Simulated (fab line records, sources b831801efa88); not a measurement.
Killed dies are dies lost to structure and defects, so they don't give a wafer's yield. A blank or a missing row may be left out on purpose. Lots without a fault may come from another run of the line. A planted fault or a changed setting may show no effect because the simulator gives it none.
Split-lot experiment | flow sky130 | 5 lots, 27 wafers read, on a route of 708 steps

THE SPLIT
At SKY_POLY_CUT_DEVELOP_07 (develop time 60 s), the setting develop_time_s was moved away from the recipe's 60 s on 6 of the 27 wafers read, by -39.1% to -20.4%. The other wafers ran this setting at the recipe's value.

The file shows no step between the split and the reading.

THE READING
cd_nm, in nm, at SKY_POLY_CUT_CD_MEAS_08 (target cd 270 nm). Fault-free wafers of this fab line usually give 269.3 nm, standard deviation 1.1 nm.

wafer  | tool, chamber at the split | develop_time_s as run, s | against the recipe | cd_nm, nm | against lot-mates on the recipe
L075.1 | litho_track-04, 0          | 60                       | recipe             | 268.4     | -
L075.2 | litho_track-04, 0          | 60                       | recipe             | 268.1     | -
L075.3 | litho_track-04, 0          | 60                       | recipe             | 268.8     | -
L075.4 | litho_track-04, 0          | 60                       | recipe             | 269.0     | -
L075.5 | litho_track-04, 0          | 60                       | recipe             | 269.0     | -
L075.6 | litho_track-04, 0          | 60                       | recipe             | 267.9     | -
L076.1 | litho_track-04, 0          | 60                       | recipe             | 269.7     | -
L076.4 | litho_track-04, 0          | 60                       | recipe             | 270.8     | -
L076.5 | litho_track-04, 0          | 60                       | recipe             | 270.1     | -
L079.1 | litho_track-03, 0          | 60                       | recipe             | 269.7     | -
L079.2 | litho_track-03, 0          | 36.54                    | -39.1%             | 260.8     | -9.5
L079.3 | litho_track-03, 0          | 60                       | recipe             | 270.5     | -
L079.4 | litho_track-03, 0          | 60                       | recipe             | 270.6     | -
L079.5 | litho_track-03, 0          | 36.54                    | -39.1%             | 260.9     | -9.4
L079.6 | litho_track-03, 0          | 36.54                    | -39.1%             | 261.4     | -8.9
L081.1 | litho_track-02, 0          | 47.79                    | -20.4%             | 265.8     | -4.3
L081.2 | litho_track-02, 0          | 60                       | recipe             | 269.2     | -
L081.3 | litho_track-02, 0          | 47.79                    | -20.4%             | 264.8     | -5.3
L081.4 | litho_track-02, 0          | 60                       | recipe             | 270.3     | -
L081.5 | litho_track-02, 0          | 60                       | recipe             | 270.7     | -
L081.6 | litho_track-02, 0          | 47.79                    | -20.4%             | 265.1     | -5.0
L083.1 | litho_track-02, 0          | 60                       | recipe             | 269.9     | -
L083.2 | litho_track-02, 0          | 60                       | recipe             | 268.9     | -
L083.3 | litho_track-02, 0          | 60                       | recipe             | 268.4     | -
L083.4 | litho_track-02, 0          | 60                       | recipe             | 268.5     | -
L083.5 | litho_track-02, 0          | 60                       | recipe             | 269.9     | -
L083.6 | litho_track-02, 0          | 60                       | recipe             | 269.0     | -

THE FIT
A straight line over all 27 wafers: cd_nm changes by +0.212 nm for each +1% of develop_time_s; r = +0.96; the points scatter about the line by 0.82 nm.
The same after taking each lot's own level away (the mean of its wafers on the recipe; 27 wafers): +0.236 nm for each +1%; r = +0.99; scatter 0.5 nm.
On that fit, the largest move of develop_time_s shifts the reading by 9.2 nm.
The lots' own levels span 268.53 to 270.27 nm, that is 1.6 times the standard deviation above.
So the lot-to-lot level changes the slope: the two fits differ.
Check: with one of the wafers moved furthest among these (-39.1%) left out of the fit, the line predicts -9.16 nm for it against its lot-mates. It came out at -9.47 nm against them.

OTHER SPLITS ON THESE WAFERS
These wafers also went through other splits before the reading. Each is held against what the fit with the lots' levels taken away leaves over:
other split on the same wafers          | wafers away from the commonest value | r with cd_nm (lot level and that fit taken away)
SKY_SONOS_ONO_ETCH_15 time_s            | 9                                    | +0.11
SKY_POLY_GATE_DEVELOP_12 develop_time_s | 6                                    | -0.12

THE WHOLE CHAIN: every reading that the file lists as answering this split, in the file's order
step                    | what it does                                                                    | reading                                                         | change (the file's fit)               | r (the file's)
SKY_POLY_CUT_CD_MEAS_08 | target cd 270 nm                                                                | cd_nm                                                           | +0.236 nm for each +1% of the setting | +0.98
SKY_POLY_CUT_ETCH_10    | etches BARC in N2/H2, stops on SiO2, time 45.9 s, target depth 60 nm            | POLY_CUT.cd_nm (the simulator's own value, which no gauge read) | +0.236 nm for each +1% of the setting | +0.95
SKY_POLY_CUT_ETCH_11    | etches Si3N4 in CF4/CH2F2/Ar, stops on poly-Si, time 42.5 s, target depth 60 nm | POLY_CUT.cd_nm (the simulator's own value, which no gauge read) | +0.235 nm for each +1% of the setting | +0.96

THE FILE'S OWN FIT
cd_nm changes by +0.236 nm for each +1% of develop_time_s, r = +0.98.
